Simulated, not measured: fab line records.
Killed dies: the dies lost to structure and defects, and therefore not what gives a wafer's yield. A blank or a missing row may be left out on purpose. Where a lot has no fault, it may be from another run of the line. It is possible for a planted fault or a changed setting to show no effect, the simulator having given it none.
fab line records	flow sky130
record: lots: 7	wafers: 19	last-day: 50
route steps=708 shown LDD_HVN@272 LDD_HVP@278 LDD_LDN@289 PAD_OPEN@708
lots with no fault: from the same line, run without faults
start-h: hours from the record's first day to the start of the lot's first wafer shown	wait-h: hours since the lot's step before	" the same as in the row above	L1.1+2: one row covering several wafers at once	- either no value or no given start	* or withheld: withheld	< > ~ a bound
route shown NAME@n: NAME is a module with steps in the file, n the number in the route of the first one	usual: mean/standard deviation taken from wafers without a fault	same: alike in all rows	chamber/n: place in a boat	sites: the reading at each site	_std_site: the values' standard deviation	_edge_site: the outer-site mean with the inner-site mean subtracted	radius-mm: for every site, how far away it sits from the centre of the wafer	mask NAME#n: copy n	behind: the tool/chamber that last shaped the wafer	hold: why the lot went on hold/how many hours it stayed there/how the hold came to an end	device: transistor that didn't switch, given as n, p or np	end of line: at the end of the route, the tests of the same wafers	where a step has no rows: the recipe by itself	killed: the dies lost at the first sort to structure and to defects; this is not the yield of the wafer	map: per-die view of a wafer (x killed, . not killed, _ where there is no die)
set.NAME: the setting that was run; set.NAME@STEP: the one run at that earlier step	model.NAME: the simulator's own value behind a step, which no gauge read
lots seen at some steps along the route; tables by step, rows by wafer
services: from which hour (start-h, from the record's first day; less than 0 if before it) a tool's chamber was out of use, for how many hours, and why
== steps ==
step: SKY_LDD_HVN_PEB_05
recipe: temp-c: withheld	time-s: *	resist: NOVOLAK
step: SKY_LDD_HVN_DEVELOP_06
recipe: resist: NOVOLAK	developer: TMAH	develop-time-s: 60	dev-temp-c: 23
step: SKY_LDD_HVN_OVL_MEAS_07
usual: LDD_HVN_OVL: -0.7/1.5
lot.wafer	tool	chamber	start-h	wait-h	LDD_HVN_OVL[nm]
L346.2	overlay-02	-	513.22	0.1	-2.7
L346.3	"	-	"	"	-1.1
L346.5	"	-	"	"	-2.2
L351.2	overlay-01	-	540.22	0.1	-1.8
L351.3	"	-	"	"	-2.4
L351.5	"	-	"	"	-1.0
L357.1	overlay-02	-	593.07	0.1	-1.7
L357.2	"	-	"	"	-1.2
L358.1	overlay-01	-	601.26	0.1	-1.7
L358.4	"	-	"	"	-1.9
L358.5	"	-	"	"	-1.0
L362.1	overlay-01	-	624.79	0.1	1.0
L362.5	"	-	"	"	2.5
L364.3	overlay-01	-	634.47	0.1	0.4
L364.4	"	-	"	"	-1.1
L364.6	"	-	"	"	-1.5
L366.1	overlay-02	-	646.41	0.1	1.5
L366.2	"	-	"	"	0.4
L366.3	"	-	"	"	1.7
step: SKY_LDD_HVN_IMPLANT_08
recipe: species: P	energy-kev: 60	dose-cm2: 3e+13	tilt-deg: 40
step: SKY_LDD_HVN_STRIP_09
recipe: chemistry: O2/N2	power-w: 1400	pressure-mtorr: 1500	platen-temp-c: withheld	o2-flow-sccm: 3000	n2-flow-sccm: 300	overash-fraction: 0.5
usual: drypump-motor-current-A: 5.5/0.46	oes-product-au: 0.408/0.0044	strip-time-to-endpoint-s: 4.134/0.012
lot.wafer	tool	chamber	start-h	wait-h	drypump-motor-current-A	oes-product-au	rf-hours-counter-h	strip-time-to-endpoint-s
L346.2	plasma-asher-01	0	513.40	0.1	5.8	0.412	8	4.136
L346.3	"	0	"	"	5.8	0.414	-	4.140
L346.5	"	0	"	"	5.8	0.401	-	4.123
L351.2	plasma-asher-01	1	540.40	0.1	4.9	0.405	11	4.129
L351.3	"	0	"	"	5.8	0.414	-	4.138
L351.5	"	1	"	"	4.9	0.405	-	4.138
L357.1	plasma-asher-01	1	593.25	0.1	4.9	0.407	17	4.138
L357.2	"	0	"	"	5.8	0.410	17	4.134
L358.1	plasma-asher-01	1	601.45	0.1	4.9	0.405	19	4.120
L358.4	"	1	"	"	4.9	0.409	-	4.130
L358.5	"	1	"	"	4.9	0.405	-	4.131
L362.1	plasma-asher-01	1	624.98	0.1	4.9	0.403	21	4.151
L362.5	"	0	"	"	5.8	0.411	-	4.138
L364.3	plasma-asher-04	1	634.68	0.1	5.9	0.412	-	4.148
L364.4	"	0	"	"	5.0	0.407	-	4.123
L364.6	"	1	"	"	5.9	0.404	-	4.127
L366.1	plasma-asher-04	0	646.60	0.1	5.0	0.409	82	4.117
L366.2	"	1	"	"	5.9	0.407	82	4.133
L366.3	"	1	"	"	5.9	0.404	-	4.127
step: SKY_LDD_HVN_TW_MEAS_10
usual: LDD_HVN_TW: 1425/8.5
lot.wafer	tool	chamber	start-h	wait-h	LDD_HVN_TW
L346.2	film-metro-02	-	513.51	0.1	1429
L346.3	"	-	"	"	1424
L346.5	"	-	"	"	1421
L351.2	film-metro-02	-	540.51	0.1	1430
L351.3	"	-	"	"	1431
L351.5	"	-	"	"	1422
L357.1	film-metro-02	-	593.35	0.1	1438
L357.2	"	-	"	"	1430
L358.1	film-metro-01	-	601.55	0.1	1426
L358.4	"	-	"	"	1433
L358.5	"	-	"	"	1438
L362.1	film-metro-03	-	625.08	0.1	1421
L362.5	"	-	"	"	1420
L364.3	film-metro-01	-	634.77	0.1	1425
L364.4	"	-	"	"	1416
L364.6	"	-	"	"	1432
L366.1	film-metro-01	-	646.70	0.1	1425
L366.2	"	-	"	"	1419
L366.3	"	-	"	"	1427
step: SKY_LDD_HVP_DEHYDRATE_00
recipe: temp-c: 200	time-s: 60
step: SKY_LDD_HVP_HMDS_01
recipe: prime-time-s: 60	prime-temp-c: 120
step: SKY_LDD_HVP_COAT_02
recipe: resist: NOVOLAK	spin-rpm: 3000	resist-thk-nm: 300
step: SKY_LDD_HVP_SOFTBAKE_03
recipe: temp-c: 90	time-s: 60	resist: NOVOLAK
step: SKY_LDD_HVP_EXPOSE_04
recipe: mask-id: HVPTM	na: 0.6	source-shape: conventional	sigma-outer: 0.6	polarization: unpolarized	target-cd-nm: 700	dose-mj: 86
step: SKY_LDD_HVP_PEB_05
recipe: temp-c: withheld	time-s: *	resist: NOVOLAK
step: SKY_LDD_HVP_DEVELOP_06
recipe: resist: NOVOLAK	developer: TMAH	develop-time-s: 60	dev-temp-c: 23
usual: resist-line-temp-C: 23.00/0.089
lot.wafer	tool	chamber	start-h	wait-h	resist-line-temp-C
L346.2	litho-track-02	0	542.68	0.1	22.91
L346.3	"	0	"	"	22.89
L346.5	"	0	"	"	22.94
L351.2	litho-track-04	0	570.19	0.1	23.12
L351.3	"	0	"	"	22.93
L351.5	"	0	"	"	23.00
L357.1	litho-track-04	0	622.66	0.1	23.05
L357.2	"	0	"	"	23.13
L358.1	litho-track-04	0	630.11	0.1	22.97
L358.4	"	0	"	"	23.06
L358.5	"	0	"	"	22.97
L362.1	litho-track-04	0	653.31	0.1	23.01
L362.5	"	0	"	"	23.12
L364.3	litho-track-02	0	663.66	0.1	22.99
L364.4	"	0	"	"	22.94
L364.6	"	0	"	"	23.07
L366.1	litho-track-03	0	674.64	0.1	22.93
L366.2	"	0	"	"	22.79
L366.3	"	0	"	"	22.88
step: SKY_LDD_HVP_OVL_MEAS_07
usual: LDD_HVP_OVL: 0.0/1.2
lot.wafer	tool	chamber	start-h	wait-h	LDD_HVP_OVL[nm]
L346.2	overlay-02	-	542.81	0.1	-0.2
L346.3	"	-	"	"	-1.5
L346.5	"	-	"	"	1.2
L351.2	overlay-01	-	570.32	0.1	1.9
L351.3	"	-	"	"	2.0
L351.5	"	-	"	"	0.7
L357.1	overlay-02	-	622.81	0.1	1.6
L357.2	"	-	"	"	0.9
L358.1	overlay-02	-	630.26	0.1	1.7
L358.4	"	-	"	"	2.2
L358.5	"	-	"	"	1.6
L362.1	overlay-02	-	653.46	0.1	-2.2
L362.5	"	-	"	"	-2.8
L364.3	overlay-01	-	663.77	0.1	0.4
L364.4	"	-	"	"	-0.7
L364.6	"	-	"	"	0.9
L366.1	overlay-01	-	674.79	0.1	2.3
L366.2	"	-	"	"	2.1
L366.3	"	-	"	"	1.3
step: SKY_LDD_HVP_IMPLANT_08
recipe: species: B	energy-kev: 20	dose-cm2: 1.7e+13	tilt-deg: 17.9
step: SKY_LDD_HVP_STRIP_09
recipe: chemistry: O2/N2	power-w: 1400	pressure-mtorr: 1500	platen-temp-c: withheld	o2-flow-sccm: 3000	n2-flow-sccm: 300	overash-fraction: 0.5
usual: drypump-motor-current-A: 5.6/0.59	oes-product-au: 0.408/0.005	strip-time-to-endpoint-s: 4.134/0.013
lot.wafer	tool	chamber	start-h	wait-h	drypump-motor-current-A	oes-product-au	rf-hours-counter-h	strip-time-to-endpoint-s
L346.2	plasma-asher-01	1	542.99	0.1	4.9	0.407	11	4.132
L346.3	"	0	"	"	5.7	0.405	-	4.133
L346.5	"	1	"	"	4.9	0.407	-	4.134
L351.2	plasma-asher-01	0	570.50	0.1	5.8	0.405	15	4.134
L351.3	"	0	"	"	5.8	0.413	-	4.143
L351.5	"	0	"	"	5.8	0.412	-	4.139
L357.1	plasma-asher-04	1	623.00	0.1	5.9	0.412	79	4.148
L357.2	"	0	"	"	5.0	0.413	79	4.153
L358.1	plasma-asher-04	1	630.45	0.1	5.9	0.406	80	4.125
L358.4	"	0	"	"	5.0	0.410	-	4.118
L358.5	"	0	"	"	5.0	0.409	-	4.123
L362.1	plasma-asher-02	0	653.65	0.1	6.6	0.414	53	4.133
L362.5	"	1	"	"	5.7	0.417	-	4.141
L364.3	plasma-asher-01	1	663.98	0.1	4.9	0.403	-	4.120
L364.4	"	0	"	"	5.8	0.404	-	4.138
L364.6	"	0	"	"	5.8	0.405	-	4.116
L366.1	plasma-asher-04	1	674.98	0.1	5.9	0.408	85	4.116
L366.2	"	0	"	"	5.0	0.407	85	4.116
L366.3	"	0	"	"	5.0	0.405	-	4.102
step: SKY_LDD_HVP_TW_MEAS_10
usual: LDD_HVP_TW: 451/5.5
lot.wafer	tool	chamber	start-h	wait-h	LDD_HVP_TW
L346.2	film-metro-02	-	543.10	0.1	452
L346.3	"	-	"	"	453
L346.5	"	-	"	"	454
L351.2	film-metro-02	-	570.61	0.1	448
L351.3	"	-	"	"	452
L351.5	"	-	"	"	448
L357.1	film-metro-01	-	623.10	0.1	456
L357.2	"	-	"	"	72
L358.1	film-metro-04	-	630.55	0.1	442
L358.4	"	-	"	"	446
L358.5	"	-	"	"	73
L362.1	film-metro-01	-	653.75	0.1	458
L362.5	"	-	"	"	73
L364.3	film-metro-04	-	664.06	0.1	445
L364.4	"	-	"	"	445
L364.6	"	-	"	"	441
L366.1	film-metro-01	-	675.08	0.1	458
L366.2	"	-	"	"	456
L366.3	"	-	"	"	459
step: SKY_LDD_LDN_DEHYDRATE_00
recipe: temp-c: 200	time-s: 60
step: SKY_PAD_OPEN_PROBE_99
usual: killed_at_M0_to_M3: 44/6.5	killed_at_M4_up: 3.3/1.9	killed-at-contacts: 24/5.3	killed-at-front-end: 15/4.5	killed-at-other: 0.3/0.58	killed-dies: 87/9.3	killed-on-rim: 17/4.2	killed-open: 48/6.6	killed-short: 39/6.1
same: gross-dies: 492	killed-at-back-side: 0
lot.wafer	tool	chamber	start-h	wait-h	killed_at_M0_to_M3	killed_at_M4_up	killed-at-contacts	killed-at-front-end	killed-at-other	killed-dies	killed-on-rim	killed-open	killed-short
L346.2	prober-01	-	1106.78	0.1	37	6	18	14	0	75	19	39	36
L346.3	prober-01	-	1106.83	0.2	44	6	19	17	0	86	22	50	36
L346.5	prober-01	-	1106.93	0.2	35	1	16	16	0	68	11	44	24
L351.2	prober-01	-	1125.68	0.1	45	3	25	17	1	91	16	51	40
L351.3	prober-01	-	1125.73	0.2	31	1	31	16	1	80	18	49	31
L351.5	prober-01	-	1125.83	0.2	45	5	19	23	0	92	16	50	42
L357.1	prober-01	-	1159.61	0.1	47	4	16	18	0	85	24	53	32
L357.2	prober-01	-	1159.66	0.1	58	1	21	412	0	492	96	51	39
L358.1	prober-02	-	1165.89	0.1	41	2	28	21	0	92	13	50	42
L358.4	prober-02	-	1166.04	0.2	43	3	23	12	1	82	18	42	40
L358.5	prober-02	-	1166.09	0.2	41	4	19	428	0	492	96	52	32
L362.1	prober-02	-	1177.75	0.1	31	3	25	13	0	72	16	38	34
L362.5	prober-02	-	1177.95	0.2	36	3	24	426	3	492	96	49	38
L364.3	prober-01	-	1187.40	0.2	51	2	38	12	1	104	19	61	43
L364.4	prober-01	-	1187.45	0.2	35	4	27	13	1	80	16	40	40
L364.6	prober-01	-	1187.55	0.2	30	4	26	12	0	72	8	34	38
L366.1	prober-02	-	1190.29	0.1	54	3	23	14	0	94	23	49	45
L366.2	prober-02	-	1190.34	0.1	46	3	24	19	0	92	14	48	44
L366.3	prober-02	-	1190.39	0.2	56	7	23	16	0	102	23	55	47
killed by level:class
L346.2 VIA3:geometric-particle:open=7 LI_CONTACT:geometric-particle:open=6 CONTACT:geometric-particle:open=6 METAL2:geometric-particle:short=6 POLY_GATE:geometric-particle:open=4 LOCAL_INTERCONNECT:geometric-particle:short=4 VIA1:geometric-particle:open=4 VIA1:geometric-particle:short=4
L346.3 VIA1:geometric-particle:open=12 CONTACT:geometric-particle:open=11 POLY_GATE:geometric-particle:short=7 VIA2:geometric-particle:open=6 POLY_GATE:geometric-particle:open=5 METAL2:geometric-particle:short=5 METAL1:geometric-particle:short=5 VIA3:geometric-particle:open=5
L346.5 VIA1:geometric-particle:open=14 CONTACT:geometric-particle:open=8 FIELD_ISO:geometric-particle:short=7 FIELD_ISO:geometric-particle:open=4 LI_CONTACT:geometric-particle:open=4 VIA3:geometric-particle:open=4 VIA1:geometric-particle:short=3 METAL2:geometric-particle:short=3
L351.2 VIA1:geometric-particle:open=10 VIA3:geometric-particle:open=9 POLY_GATE:geometric-particle:open=8 LI_CONTACT:geometric-particle:open=8 CONTACT:geometric-particle:short=6 CONTACT:geometric-particle:open=5 METAL1:geometric-particle:short=5 METAL2:geometric-particle:short=5
L351.3 CONTACT:geometric-particle:open=10 LOCAL_INTERCONNECT:geometric-particle:short=7 LI_CONTACT:geometric-particle:open=6 VIA3:geometric-particle:open=6 POLY_GATE:geometric-particle:open=5 POLY_GATE:geometric-particle:short=5 VIA1:geometric-particle:open=5 FIELD_ISO:geometric-particle:open=4
L351.5 VIA1:geometric-particle:open=13 VIA3:geometric-particle:open=8 FIELD_ISO:geometric-particle:short=6 LI_CONTACT:geometric-particle:open=6 VIA1:geometric-particle:short=6 POLY_GATE:geometric-particle:open=5 CONTACT:geometric-particle:open=5 METAL2:geometric-particle:short=5
L357.1 VIA1:geometric-particle:open=13 POLY_GATE:geometric-particle:open=7 LI_CONTACT:geometric-particle:open=7 METAL2:geometric-particle:short=7 CONTACT:geometric-particle:open=6 VIA3:geometric-particle:open=6 VIA1:geometric-particle:short=5 METAL1:geometric-particle:short=5
L357.2 LDD_HVP:area-develop=402 VIA1:geometric-particle:open=14 CONTACT:geometric-particle:open=11 VIA2:geometric-particle:open=10 VIA3:geometric-particle:open=9 METAL2:geometric-particle:short=7 METAL1:geometric-particle:short=6 VIA2:geometric-particle:short=5
L358.1 CONTACT:geometric-particle:open=11 VIA1:geometric-particle:open=9 METAL1:geometric-particle:short=7 CONTACT:geometric-particle:short=6 VIA2:geometric-particle:open=6 METAL2:geometric-particle:short=6 POLY_GATE:geometric-particle:short=5 LI_CONTACT:geometric-particle:open=5
L358.4 VIA1:geometric-particle:open=13 VIA3:geometric-particle:open=7 CONTACT:geometric-particle:short=7 CONTACT:geometric-particle:open=7 LI_CONTACT:geometric-particle:open=5 POLY_GATE:geometric-particle:short=4 VIA3:geometric-particle:short=4 METAL1:geometric-particle:short=4
L358.5 LDD_HVP:area-develop=408 VIA1:geometric-particle:open=10 FIELD_ISO:geometric-particle:open=10 CONTACT:geometric-particle:open=9 METAL2:geometric-particle:short=7 VIA3:geometric-particle:open=7 VIA2:geometric-particle:open=5 LI_CONTACT:geometric-particle:open=4
L362.1 VIA1:geometric-particle:open=12 LI_CONTACT:geometric-particle:open=9 FIELD_ISO:geometric-particle:short=6 CONTACT:geometric-particle:short=5 CONTACT:geometric-particle:open=5 VIA2:geometric-particle:open=4 METAL1:geometric-particle:short=4 POLY_GATE:geometric-particle:short=3
L362.5 LDD_HVP:area-develop=405 POLY_GATE:geometric-particle:short=9 LI_CONTACT:geometric-particle:open=9 VIA1:geometric-particle:open=8 CONTACT:geometric-particle:open=8 VIA1:geometric-particle:short=6 VIA2:geometric-particle:open=6 FIELD_ISO:geometric-particle:open=5
L364.3 LI_CONTACT:geometric-particle:open=9 CONTACT:geometric-particle:open=9 VIA1:geometric-particle:open=9 CONTACT:geometric-particle:short=8 VIA3:geometric-particle:open=8 VIA2:geometric-particle:open=7 METAL1:geometric-particle:short=7 METAL2:geometric-particle:short=7
L364.4 VIA1:geometric-particle:open=11 LOCAL_INTERCONNECT:geometric-particle:short=9 METAL2:geometric-particle:short=6 LI_CONTACT:geometric-particle:open=6 CONTACT:geometric-particle:open=6 CONTACT:geometric-particle:short=5 FIELD_ISO:geometric-particle:short=4 METAL1:geometric-particle:short=3
L364.6 LI_CONTACT:geometric-particle:open=9 VIA3:geometric-particle:open=7 CONTACT:geometric-particle:open=7 LOCAL_INTERCONNECT:geometric-particle:short=6 METAL1:geometric-particle:short=6 METAL4:geometric-particle:short=4 VIA1:geometric-particle:open=4 METAL2:geometric-particle:short=4
L366.1 VIA3:geometric-particle:open=11 CONTACT:geometric-particle:open=11 VIA1:geometric-particle:open=8 VIA2:geometric-particle:open=6 VIA1:geometric-particle:short=6 LOCAL_INTERCONNECT:geometric-particle:short=5 METAL3:geometric-particle:short=5 METAL2:geometric-particle:short=5
L366.2 VIA1:geometric-particle:open=11 VIA1:geometric-particle:short=8 METAL2:geometric-particle:short=8 CONTACT:geometric-particle:open=8 LI_CONTACT:geometric-particle:open=6 VIA2:geometric-particle:open=6 CONTACT:geometric-particle:short=5 VIA3:geometric-particle:open=5
L366.3 CONTACT:geometric-particle:open=12 VIA1:geometric-particle:open=12 VIA2:geometric-particle:open=11 METAL1:geometric-particle:short=6 VIA1:geometric-particle:short=6 METAL4:geometric-particle:short=6 FIELD_ISO:geometric-particle:open=5 METAL3:geometric-particle:short=5
map L357.2 (x killed, . not)
__________xxxxxxxxxx_________
________xxxxxxxxxxxxxx_______
______xxxxxxxxxxxxxxxxxx_____
_____xxxxxxxxxxxxxxxxxxxx____
____xxxxxxxxxxxxxxxxxxxxxx___
___xxxxxxxxxxxxxxxxxxxxxxxx__
__xxxxxxxxxxxxxxxxxxxxxxxxxx_
_xxxxxxxxxxxxxxxxxxxxxxxxxxxx
_xxxxxxxxxxxxxxxxxxxxxxxxxxxx
_xxxxxxxxxxxxxxxxxxxxxxxxxxxx
_xxxxxxxxxxxxxxxxxxxxxxxxxxxx
_xxxxxxxxxxxxxxxxxxxxxxxxxxxx
_xxxxxxxxxxxxxxxxxxxxxxxxxxxx
_xxxxxxxxxxxxxxxxxxxxxxxxxxxx
_xxxxxxxxxxxxxxxxxxxxxxxxxxxx
__xxxxxxxxxxxxxxxxxxxxxxxxxx_
___xxxxxxxxxxxxxxxxxxxxxxxx__
____xxxxxxxxxxxxxxxxxxxxxx___
_____xxxxxxxxxxxxxxxxxxxx____
______xxxxxxxxxxxxxxxxxx_____
________xxxxxxxxxxxxxx_______
__________xxxxxxxxxx_________
map L358.5 (x killed, . not)
__________xxxxxxxxxx_________
________xxxxxxxxxxxxxx_______
______xxxxxxxxxxxxxxxxxx_____
_____xxxxxxxxxxxxxxxxxxxx____
____xxxxxxxxxxxxxxxxxxxxxx___
___xxxxxxxxxxxxxxxxxxxxxxxx__
__xxxxxxxxxxxxxxxxxxxxxxxxxx_
_xxxxxxxxxxxxxxxxxxxxxxxxxxxx
_xxxxxxxxxxxxxxxxxxxxxxxxxxxx
_xxxxxxxxxxxxxxxxxxxxxxxxxxxx
_xxxxxxxxxxxxxxxxxxxxxxxxxxxx
_xxxxxxxxxxxxxxxxxxxxxxxxxxxx
_xxxxxxxxxxxxxxxxxxxxxxxxxxxx
_xxxxxxxxxxxxxxxxxxxxxxxxxxxx
_xxxxxxxxxxxxxxxxxxxxxxxxxxxx
__xxxxxxxxxxxxxxxxxxxxxxxxxx_
___xxxxxxxxxxxxxxxxxxxxxxxx__
____xxxxxxxxxxxxxxxxxxxxxx___
_____xxxxxxxxxxxxxxxxxxxx____
______xxxxxxxxxxxxxxxxxx_____
________xxxxxxxxxxxxxx_______
__________xxxxxxxxxx_________
== services ==
tool	chamber	start-h	hours	kind
plasma-asher-04	-	543.18	0.8	repair
plasma-asher-04	-	599.26	4.6	repair
plasma-asher-02	-	605.16	0.5	repair
plasma-asher-04	-	613.08	0.8	repair
plasma-asher-02	-	621.26	28.1	pm
== key ==
first-sign: step: SKY_LDD_HVP_TW_MEAS_10	reading: LDD_HVP_TW	direction: down	sigmas: 68	usual: 451	struck: 73
effect: step: SKY_PAD_OPEN_PROBE_99	reading: killed-at-front-end	direction: up	sigmas: 91	usual: 15	struck: 422
more-kills-born-at: SKY_LDD_HVP_DEVELOP_06@litho-track-04: 1215
met-at SKY_LDD_HVP_DEVELOP_06
struck-wafers L357.2,L358.5,L362.5
tester-left-out L357,L358,L362
onset-between 570.19 622.66
fault: kind: process-parameter-drift	tool: litho-track-04	chamber: -	onset-h: 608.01	steps: SKY_LDD_HVP_DEVELOP_06	channel: develop-time-s	offset: *	shape: step	end-h: 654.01	scope: struck-wafers-only	acts-in: *	stated: *
tester-left-out: of these lots the tester's yield and bins aren't shown, on N5 and GAA mostly nor the transistor test; their killed dies are dies lost to structure and defects alone, not to doping, threshold or leakage, so they don't give the yield
